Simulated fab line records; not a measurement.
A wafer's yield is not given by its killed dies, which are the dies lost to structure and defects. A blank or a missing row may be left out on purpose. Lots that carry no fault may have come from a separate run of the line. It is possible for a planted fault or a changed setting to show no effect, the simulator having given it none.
Which tool did it? -- flow sky130 -- 14 lots with 42 wafers sampled at 4 steps, on a route of 708 steps

## WHAT THE GAUGES SHOWED, per wafer
Not one reading of a measure or inspect step in the record can be checked against a usual standard deviation.

## TOOL THAT RAN EACH LOT (tool first, then ch and the chambers of the sampled wafers, then the start)
lot,SKY_VIA4_ETCH_12,SKY_VIA4_CMP_21,SKY_METAL5_SPUTTER_00,SKY_METAL5_METAL_ETCH_15
L517,"rie_diel-04 ch 1,3, day 42 18:19","cmp-01 ch 1,2, day 42 19:46","pvd_sputter-03, day 42 20:01","rie_metal-04 ch 0,1, day 43 19:30"
L518,"rie_diel-01 ch 0,1,3, day 43 04:03","cmp-02 ch 1,2,3, day 43 05:07","pvd_sputter-03, day 43 05:25","rie_metal-01 ch 0,1, day 44 05:04"
L519,"rie_diel-02 ch 0,2, day 43 12:50","cmp-01 ch 0,1, day 43 14:06","pvd_sputter-03, day 43 14:21","rie_metal-03 ch 0,1, day 44 13:23"
L520,"rie_diel-04 ch 1,2,3, day 43 23:36","cmp-02 ch 1,2, day 44 00:49","pvd_sputter-03, day 44 01:04","rie_metal-03 ch 0, day 45 00:17"
L521,"rie_diel-01 ch 1,2,3, day 43 23:40","cmp-01 ch 0,2,3, day 44 01:01","pvd_sputter-04, day 44 01:19","rie_metal-04 ch 0,1, day 45 00:31"
L522,"rie_diel-01 ch 2,3, day 44 09:54","cmp-02 ch 1,2,3, day 44 11:01","pvd_sputter-02, day 44 11:16","rie_metal-01 ch 1, day 45 09:37"
L523,"rie_diel-01 ch 0,1,2, day 44 19:18","cmp-02 ch 0,1,3, day 44 20:34","pvd_sputter-02, day 44 20:52","rie_metal-03 ch 0,1, day 45 18:45"
L524,"rie_diel-02 ch 0,1, day 44 22:08","cmp-02 ch 2,3, day 44 23:31","pvd_sputter-03, day 44 23:49","rie_metal-04 ch 0,1, day 45 21:23"
L525,"rie_diel-01 ch 1,2,3, day 45 00:33","cmp-02 ch 0,1,3, day 45 02:06","pvd_sputter-04, day 45 02:22","rie_metal-01 ch 1, day 46 00:32"
L526,"rie_diel-01 ch 0,3, day 45 09:34","cmp-02 ch 0,2, day 45 10:40","pvd_sputter-02, day 45 10:58","rie_metal-03 ch 1, day 46 07:20"
L536,"rie_diel-01 ch 1,2,3, day 47 19:18","cmp-01 ch 1,2,3, day 47 20:27","pvd_sputter-02, day 47 20:45","rie_metal-04 ch 0,1, day 48 15:42"
L538,"rie_diel-04 ch 1,2,3, day 48 10:57","cmp-02 ch 0,2,3, day 48 12:01","pvd_sputter-02, day 48 12:19","rie_metal-01 ch 0,1, day 49 06:49"
L539,"rie_diel-04 ch 0,1,3, day 48 12:08","cmp-02 ch 1,2,3, day 48 13:11","pvd_sputter-04, day 48 13:29","rie_metal-03 ch 0,1, day 49 07:43"
L540,"rie_diel-01 ch 1,2,3, day 48 23:58","cmp-02 ch 0,2,3, day 49 01:10","pvd_sputter-03, day 49 01:22","rie_metal-03 ch 0,1, day 49 18:55"
- SKY_VIA4_ETCH_12: etches SiO2 in C4F8/O2/Ar, stops on TiN, target depth 580 nm.
- SKY_VIA4_CMP_21: polishes, stops on SiO2, t overpolish 25 s, target thk 0 nm.
- SKY_METAL5_SPUTTER_00: material Ti, target thk 15 nm, time 10 s.
- SKY_METAL5_METAL_ETCH_15: etches the open film in Cl2/BCl3, stops on SiO2, target depth 1260 nm, time 252 s.

## AS READ BY THE TOOLS THEMSELVES (means over the sampled wafers that have a number; for cases with no such wafer, the mark the record gives instead)
SKY_VIA4_ETCH_12.
lot,tool,chamber_pressure_mTorr (mTorr),oes_product_au (a.u.)
L517,rie_diel-04,40.00,0.918
L518,rie_diel-01,40.02,0.926
L519,rie_diel-02,40.01,0.927
L520,rie_diel-04,39.99,0.924
L521,rie_diel-01,39.98,0.930
L522,rie_diel-01,39.99,0.922
L523,rie_diel-01,39.98,0.925
L524,rie_diel-02,40.03,0.922
L525,rie_diel-01,39.99,0.928
L526,rie_diel-01,40.01,0.929
L536,rie_diel-01,40.03,0.927
L538,rie_diel-04,39.98,0.928
L539,rie_diel-04,40.01,0.928
L540,rie_diel-01,40.03,0.924

SKY_VIA4_CMP_21.
lot,tool,motor_current_A (A),overpolish_run_s (s),time_to_endpoint_s (s)
L517,cmp-01,10.8,24.994,126
L518,cmp-02,10.5,25.004,125
L519,cmp-01,11.0,24.994,122
L520,cmp-02,10.7,25.003,124
L521,cmp-01,12.0,24.997,123
L522,cmp-02,10.4,25.000,130
L523,cmp-02,10.6,25.005,124
L524,cmp-02,10.3,25.002,129
L525,cmp-02,10.6,8.359,172
L526,cmp-02,11.2,16.685,152
L536,cmp-01,11.1,25.011,117
L538,cmp-02,10.3,25.001,130
L539,cmp-02,10.4,24.996,124
L540,cmp-02,10.6,24.995,127

SKY_METAL5_SPUTTER_00.
lot,tool,throttle_valve_pct (%)
L517,pvd_sputter-03,30.4
L518,pvd_sputter-03,30.5
L519,pvd_sputter-03,30.1
L520,pvd_sputter-03,30.9
L521,pvd_sputter-04,29.4
L522,pvd_sputter-02,28.3
L523,pvd_sputter-02,28.7
L524,pvd_sputter-03,30.7
L525,pvd_sputter-04,27.3
L526,pvd_sputter-02,29.2
L536,pvd_sputter-02,29.0
L538,pvd_sputter-02,28.9
L539,pvd_sputter-04,30.7
L540,pvd_sputter-03,31.1

SKY_METAL5_METAL_ETCH_15.
lot,tool,chamber_pressure_mTorr (mTorr),drypump_motor_current_A (A),oes_product_au (a.u.),throttle_valve_pct (%)
L517,rie_metal-04,10.002,5.7,0.896,22.279
L518,rie_metal-01,10.002,6.2,0.894,22.265
L519,rie_metal-03,10.007,5.6,0.893,22.264
L520,rie_metal-03,9.997,5.8,0.893,22.267
L521,rie_metal-04,10.010,5.6,0.892,22.267
L522,rie_metal-01,10.000,6.2,0.890,22.261
L523,rie_metal-03,10.006,5.5,0.894,22.264
L524,rie_metal-04,9.998,5.5,0.893,22.266
L525,rie_metal-01,10.010,6.2,0.895,22.263
L526,rie_metal-03,10.002,5.1,0.893,22.264
L536,rie_metal-04,9.997,5.7,0.899,22.271
L538,rie_metal-01,10.001,6.2,0.889,22.261
L539,rie_metal-03,9.995,5.3,0.895,22.265
L540,rie_metal-03,10.006,5.6,0.895,22.267

## THE ANSWER, worked out from the rows above alone
Rule: what is usual is taken from the lots themselves. The widest of any qualifying gaps counts: lots, ordered by their means at a reading, are off when they make up no more than a third of the lots, leave a main group of 4 or more, and stand apart from it by 3 or more times the standard deviation of that group's means. The tables above print the reading to a certain number of digits; a main group whose means all agree to those digits is not used. A lot without any number at a reading at which 4 lots or more have one is off too. Where the step has rows for the other lots, those lots are counted as sound. The gauges are gone through in route order, then the tools' own readings, and for those a lot's mean is taken as printed above. At the first step where some lot is off, the reading lying furthest off is the one used; lots without a number count as furthest.
Off: L525, L526 (SKY_VIA4_CMP_21, overpolish_run_s). Mean 25.000 s and standard deviation 0.005 in the main group.
If a tool, at that step or one of the process steps before it, ran each lot that is off and ran no sound lot following the first of them, it fits. Not one of the candidates tried fits.

## WHAT WAS PUT IN BY THE SIMULATOR
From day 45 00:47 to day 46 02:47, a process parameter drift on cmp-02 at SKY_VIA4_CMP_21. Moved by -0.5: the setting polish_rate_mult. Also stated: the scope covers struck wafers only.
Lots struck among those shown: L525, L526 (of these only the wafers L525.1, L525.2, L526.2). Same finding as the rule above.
